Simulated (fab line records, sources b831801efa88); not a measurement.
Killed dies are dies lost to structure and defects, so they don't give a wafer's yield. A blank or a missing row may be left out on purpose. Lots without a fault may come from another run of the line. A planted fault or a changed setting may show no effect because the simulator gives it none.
Which tool did it? | flow sky130 | 13 lots, 39 wafers sampled, at 5 steps of a route of 708

WHAT THE GAUGES READ, wafer by wafer
SKY_LDD_HVP_OVL_MEAS_07. Usual: LDD_HVP_OVL 0.6 nm, standard deviation 1.4.
lot  | measured     | on         | LDD_HVP_OVL (nm) | flag
L718 | day 21 18:50 | overlay-02 | 0.9 -0.3 2.0     |
L719 | day 22 01:02 | overlay-01 | 2.0 2.5 2.7      |
L723 | day 23 22:33 | overlay-01 | 0.0 -1.5 1.2     |
L724 | day 24 08:14 | overlay-02 | -2.0 -1.3 -1.0   |
L725 | day 24 09:56 | overlay-02 | 1.1 -1.8 -0.7    |
L726 | day 25 08:15 | overlay-01 | 2.9 1.5 3.0      |
L727 | day 25 09:44 | overlay-01 | 1.0 1.4 1.4      |
L730 | day 26 15:12 | overlay-01 | 1.0 1.0 1.4      |
L734 | day 27 22:41 | overlay-01 | 0.8 2.4 -1.0     |
L735 | day 28 05:39 | overlay-02 | -1.1 0.6 0.1     |
L738 | day 29 08:44 | overlay-01 | -1.8 -0.8 -0.5   |
L740 | day 29 13:11 | overlay-02 | -0.4 0.3 0.4     |
L739 | day 29 15:08 | overlay-01 | 2.0 2.1 1.6      |

SKY_LDD_LDN_OVL_MEAS_07. Usual: LDD_LDN_OVL -0.6 nm, standard deviation 1.4.
lot  | measured     | on         | LDD_LDN_OVL (nm) | flag
L718 | day 23 01:53 | overlay-02 | -1.6 -0.1 -1.2   |
L719 | day 23 07:37 | overlay-01 | -2.8 -1.3 -1.6   |
L723 | day 25 04:38 | overlay-02 | 1.0 0.8 0.0      |
L724 | day 25 14:29 | overlay-02 | -0.7 -1.9 -1.0   |
L725 | day 25 15:53 | overlay-01 | 2.0 2.9 1.0      |
L726 | day 26 13:44 | overlay-02 | -3.0 -4.6 -1.7   |
L727 | day 26 14:38 | overlay-02 | -0.5 -0.6 -0.5   |
L730 | day 27 20:20 | overlay-01 | - - -            | OFF
L734 | day 29 03:59 | overlay-01 | -1.4 -0.6 -0.6   |
L735 | day 29 10:17 | overlay-02 | 0.0 -0.2 -1.8    |
L738 | day 30 12:08 | overlay-02 | 1.0 1.2 2.4      |
L740 | day 30 16:23 | overlay-02 | 1.3 -1.7 0.9     |
L739 | day 30 17:56 | overlay-02 | -0.6 1.3 -0.5    |

SKY_LDD_LDN_TW_MEAS_13. Usual: LDD_LDN_TW 1484, standard deviation 11.
lot  | measured     | on            | LDD_LDN_TW     | flag
L718 | day 23 02:37 | film_metro-03 | 1484 1477 1484 |
L719 | day 23 08:22 | film_metro-03 | 1469 1480 1476 |
L723 | day 25 05:23 | film_metro-03 | 1472 1480 1482 |
L724 | day 25 15:13 | film_metro-01 | 1494 1497 1506 |
L725 | day 25 16:38 | film_metro-01 | 1495 1503 1492 |
L726 | day 26 14:29 | film_metro-03 | 1479 1478 1476 |
L727 | day 26 15:22 | film_metro-01 | 1501 1503 1509 |
L730 | day 27 21:05 | film_metro-01 | 30 31 30       | OFF
L734 | day 29 04:44 | film_metro-04 | 1493 1486 1475 |
L735 | day 29 11:02 | film_metro-04 | 1478 1485 1492 |
L738 | day 30 12:52 | film_metro-03 | 1481 1471 1483 |
L740 | day 30 17:07 | film_metro-03 | 1481 1483 1476 |
L739 | day 30 18:41 | film_metro-03 | 1483 1481 1489 |

WHICH TOOL RAN EACH LOT (tool, then ch and the chambers of the sampled wafers, then the start)
lot  | SKY_POLY_GATE_ETCH_16              | SKY_LDD_LDN_EXPOSE_04
L718 | rie_diel-01 ch 0,1, day 16 15:49   | iline_stepper-02 ch 0, day 22 10:52
L719 | rie_diel-01 ch 0,3, day 16 20:08   | iline_stepper-02 ch 0, day 22 17:37
L723 | rie_diel-03 ch 1,2, day 18 15:04   | iline_stepper-02 ch 0, day 24 13:50
L724 | rie_diel-04 ch 0,1,3, day 19 00:56 | iline_stepper-01 ch 0, day 24 23:34
L725 | rie_diel-03 ch 0,2, day 19 04:58   | iline_stepper-01 ch 0, day 25 01:01
L726 | rie_diel-03 ch 0,1,2, day 19 21:19 | iline_stepper-02 ch 0, day 25 23:29
L727 | rie_diel-03 ch 0,1,3, day 20 03:01 | iline_stepper-02 ch 0, day 26 00:04
L730 | rie_diel-01 ch 0,2,3, day 21 12:07 | iline_stepper-01 ch 0, day 27 05:42
L734 | rie_diel-03 ch 0,1,2, day 22 20:13 | iline_stepper-01 ch 0, day 28 13:34
L735 | rie_diel-03 ch 0,1,2, day 23 04:38 | iline_stepper-01 ch 0, day 28 20:29
L738 | rie_diel-01 ch 0,2, day 24 09:34   | iline_stepper-01 ch 0, day 29 23:02
L740 | rie_diel-03 ch 0,2, day 24 13:10   | iline_stepper-02 ch 0, day 30 03:40
L739 | rie_diel-03 ch 0,1,3, day 24 14:46 | iline_stepper-01 ch 0, day 30 05:11
- SKY_POLY_GATE_ETCH_16: etches Si3N4 in CH3F/O2, stops on poly-Si, time 147.5 s, target depth 75 nm.
- SKY_LDD_LDN_EXPOSE_04: exposes mask LDNTM, target cd 700 nm.

WHAT THE TOOLS THEMSELVES READ (means of the sampled wafers that have a number; where no wafer has one, the mark that the record gives instead)
SKY_POLY_GATE_ETCH_16. Usual: bias_w 80.01 W, standard deviation 0.26; drypump_motor_current_A 5.8 A, standard deviation 0.48; oes_product_au 0.642 a.u., standard deviation 0.0056; rf_fwd_power_W 398.4 W, standard deviation 1.3; throttle_valve_pct 10.534 %, standard deviation 0.0086.
lot  | tool        | bias_w (W) | drypump_motor_current_A (A) | oes_product_au (a.u.) | rf_fwd_power_W (W) | throttle_valve_pct (%) | flag
L718 | rie_diel-01 | 79.83      | 5.6                         | 0.640                 | 397.8              | 10.527                 |
L719 | rie_diel-01 | 80.37      | 6.0                         | 0.643                 | 399.3              | 10.537                 |
L723 | rie_diel-03 | 80.16      | 6.3                         | 0.642                 | 397.7              | 10.530                 |
L724 | rie_diel-04 | 80.29      | 5.8                         | 0.643                 | 397.5              | 10.539                 |
L725 | rie_diel-03 | 79.84      | 6.1                         | 0.639                 | 397.7              | 10.528                 |
L726 | rie_diel-03 | 80.10      | 6.0                         | 0.640                 | 397.7              | 10.533                 |
L727 | rie_diel-03 | 80.12      | 5.5                         | 0.640                 | 398.6              | 10.538                 |
L730 | rie_diel-01 | 79.86      | 5.6                         | 0.642                 | 397.8              | 10.539                 |
L734 | rie_diel-03 | 80.05      | 6.0                         | 0.639                 | 397.6              | 10.539                 |
L735 | rie_diel-03 | 79.96      | 6.0                         | 0.634                 | 398.8              | 10.534                 |
L738 | rie_diel-01 | 79.79      | 5.4                         | 0.646                 | 398.9              | 10.527                 |
L740 | rie_diel-03 | 79.90      | 5.8                         | 0.643                 | 398.4              | 10.525                 |
L739 | rie_diel-03 | 80.00      | 5.5                         | 0.652                 | 398.5              | 10.526                 |

SKY_LDD_LDN_EXPOSE_04. Usual: exposure_dose_mJ_cm2 140.00, standard deviation 0.13; stage_vel_mm_s 499.99 mm/s, standard deviation 0.25.
lot  | tool             | exposure_dose_mJ_cm2 | stage_vel_mm_s (mm/s) | flag
L718 | iline_stepper-02 | 139.95               | 499.75                |
L719 | iline_stepper-02 | 140.10               | 500.04                |
L723 | iline_stepper-02 | 140.23               | 500.10                |
L724 | iline_stepper-01 | 140.03               | 499.87                |
L725 | iline_stepper-01 | 140.16               | 499.91                |
L726 | iline_stepper-02 | 139.81               | 499.92                |
L727 | iline_stepper-02 | 140.04               | 500.09                |
L730 | iline_stepper-01 | 139.90               | 500.26                |
L734 | iline_stepper-01 | 140.08               | 499.96                |
L735 | iline_stepper-01 | 140.11               | 499.68                |
L738 | iline_stepper-01 | 139.87               | 500.34                |
L740 | iline_stepper-02 | 140.02               | 499.95                |
L739 | iline_stepper-01 | 140.02               | 499.73                |

THE ANSWER, worked out from the rows above alone
Rule: a lot is off if the mean of its wafers that have a number lies more than 3 standard deviations from the usual mean. A lot without any number at a reading at which 4 lots or more have one is off too. The other lots that the step has rows for count as sound. The gauges are gone through in route order, then the tools' own readings, and for those a lot's mean is taken as printed above. The first step at which some lot is off is used, and at that step the reading that is off furthest; a lot without a number counts as furthest.
Off: L730, at SKY_LDD_LDN_OVL_MEAS_07 (LDD_LDN_OVL). Without a number there: L730.
A tool fits if, at a process step before that reading, it ran every lot that is off, and no sound lot after the first of them. The gauges at SKY_LDD_LDN_OVL_MEAS_07 aren't tried: what is off there is off at SKY_LDD_LDN_TW_MEAS_13 too, on other tools, and a gauge's error can't cause that. None of those tried fits.

WHAT THE SIMULATOR HAD PUT IN
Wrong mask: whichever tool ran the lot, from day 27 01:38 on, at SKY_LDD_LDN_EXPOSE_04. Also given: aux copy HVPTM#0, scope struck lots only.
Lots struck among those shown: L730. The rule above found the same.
